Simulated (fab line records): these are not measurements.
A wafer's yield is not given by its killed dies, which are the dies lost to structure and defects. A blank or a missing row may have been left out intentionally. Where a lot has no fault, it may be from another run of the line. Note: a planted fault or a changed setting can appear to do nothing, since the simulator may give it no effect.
Which tool did it? -- flow gf180mcu -- 39 wafers from 13 lots sampled at 3 of the route's 602 steps

== WHAT THE GAUGES SHOWED, per wafer ==
GF_VT_IMPLANT_OVL_MEAS_18. Usual: for VT_IMPLANT_01_OVL the level is 0.2 nm and the standard deviation is 1.2.
lot,measured,on,VT_IMPLANT_01_OVL (nm),flag
L387,day 6 04:58,overlay-02,-0.4 1.3 -0.3,
L388,day 6 10:04,overlay-01,0.5 1.9 0.7,
L391,day 7 06:20,overlay-01,-1.9 -0.6 -2.5,
L394,day 8 00:01,overlay-01,1.9 1.0 -1.0,
L399,day 9 11:58,overlay-01,-1.0 -0.6 0.3,
L400,day 9 17:22,overlay-01,-1.9 -1.0 -1.3,
L402,day 10 06:21,overlay-02,0.3 0.0 0.1,
L403,day 10 12:46,overlay-01,-0.7 0.0 1.3,
L405,day 11 02:16,overlay-01,0.8 -0.4 0.7,
L407,day 11 11:58,overlay-01,1.2 0.9 -0.4,
L408,day 11 17:21,overlay-02,-1.8 -1.2 -1.6,
L409,day 12 01:25,overlay-02,2.0 1.0 2.1,
L410,day 12 07:31,overlay-01,-0.1 -0.8 -0.4,

== TOOL THAT RAN EACH LOT (tool first, then ch and the chambers of the sampled wafers, then the start) ==
lot,GF_DNWELL_EXPOSE_04,GF_DNWELL_STRIP_08
L387,"ilineStepper-01 ch 0, day 2 12:14","plasmaAsher-02 ch 0,1, day 2 18:39"
L388,"ilineStepper-01 ch 0, day 2 17:53","plasmaAsher-02 ch 0,1, day 2 23:45"
L391,"ilineStepper-02 ch 0, day 3 09:11","plasmaAsher-04 ch 0,1, day 3 15:35"
L394,"ilineStepper-01 ch 0, day 4 00:52","plasmaAsher-02 ch 0,1, day 4 07:28"
L399,"ilineStepper-02 ch 0, day 5 04:32","plasmaAsher-04 ch 0,1, day 5 11:25"
L400,"ilineStepper-01 ch 0, day 5 10:41","plasmaAsher-01 ch 0,1, day 5 17:43"
L402,"ilineStepper-01 ch 0, day 5 21:05","plasmaAsher-02 ch 0,1, day 6 04:24"
L403,"ilineStepper-01 ch 0, day 6 02:31","plasmaAsher-04 ch 0,1, day 6 09:24"
L405,"ilineStepper-02 ch 0, day 6 11:50","plasmaAsher-04 ch 0,1, day 6 19:44"
L407,"ilineStepper-01 ch 0, day 6 20:46","plasmaAsher-02 ch 0,1, day 7 04:23"
L408,"ilineStepper-01 ch 0, day 7 01:55","plasmaAsher-04 ch 0,1, day 7 09:57"
L409,"ilineStepper-02 ch 0, day 7 07:53","plasmaAsher-02 ch 0,1, day 7 15:31"
L410,"ilineStepper-01 ch 0, day 7 12:29","plasmaAsher-02 ch 0,1, day 7 20:18"
- GF_DNWELL_EXPOSE_04: exposes mask DNWELL, target cd 1700 nm.
- GF_DNWELL_STRIP_08: strips in O2/N2.

== WHAT THE TOOLS THEMSELVES READ (means of the sampled wafers that have a number; where no wafer has one, the mark that the record gives instead) ==
GF_DNWELL_STRIP_08. Usual: drypumpMotorCurrentA 5.6 A, standard deviation 0.5; heaterPowerW 333 W, standard deviation 22; oesProductAu 0.722 a.u., standard deviation 0.0047; stripTimeToEndpointS 37.00 s, standard deviation 0.1.
lot,tool,drypumpMotorCurrentA (A),heaterPowerW (W),oesProductAu (a.u.),stripTimeToEndpointS (s),flag
L387,plasmaAsher-02,5.9,324,0.719,36.85,
L388,plasmaAsher-02,6.1,305,0.720,36.97,
L391,plasmaAsher-04,5.4,351,0.724,37.17,
L394,plasmaAsher-02,5.9,324,0.718,37.08,
L399,plasmaAsher-04,5.4,351,0.727,37.07,
L400,plasmaAsher-01,5.8,348,0.723,36.92,
L402,plasmaAsher-02,6.0,306,0.727,36.88,
L403,plasmaAsher-04,5.1,338,0.724,36.81,
L405,plasmaAsher-04,5.1,335,0.719,37.12,
L407,plasmaAsher-02,5.9,319,0.723,37.04,
L408,plasmaAsher-04,5.5,349,0.723,36.98,
L409,plasmaAsher-02,5.9,317,0.727,36.92,
L410,plasmaAsher-02,5.9,318,0.728,37.08,

== THE ANSWER, worked out from the rows above alone ==
Rule: a lot counts as off when the mean over its wafers that have a number is more than 3 standard deviations away from the usual mean. A lot without any number at a reading at which 4 lots or more have one is off too. All remaining lots with rows at the step are treated as sound. First the gauges in route order, then the tools' own readings, where a lot's mean is used as printed above. At the first step where some lot is off, the reading lying furthest off is the one used; lots without a number count as furthest.
Across all readings shown, no lot is off: no conclusion can be drawn from this.

== WHAT THE SIMULATOR PUT IN ==
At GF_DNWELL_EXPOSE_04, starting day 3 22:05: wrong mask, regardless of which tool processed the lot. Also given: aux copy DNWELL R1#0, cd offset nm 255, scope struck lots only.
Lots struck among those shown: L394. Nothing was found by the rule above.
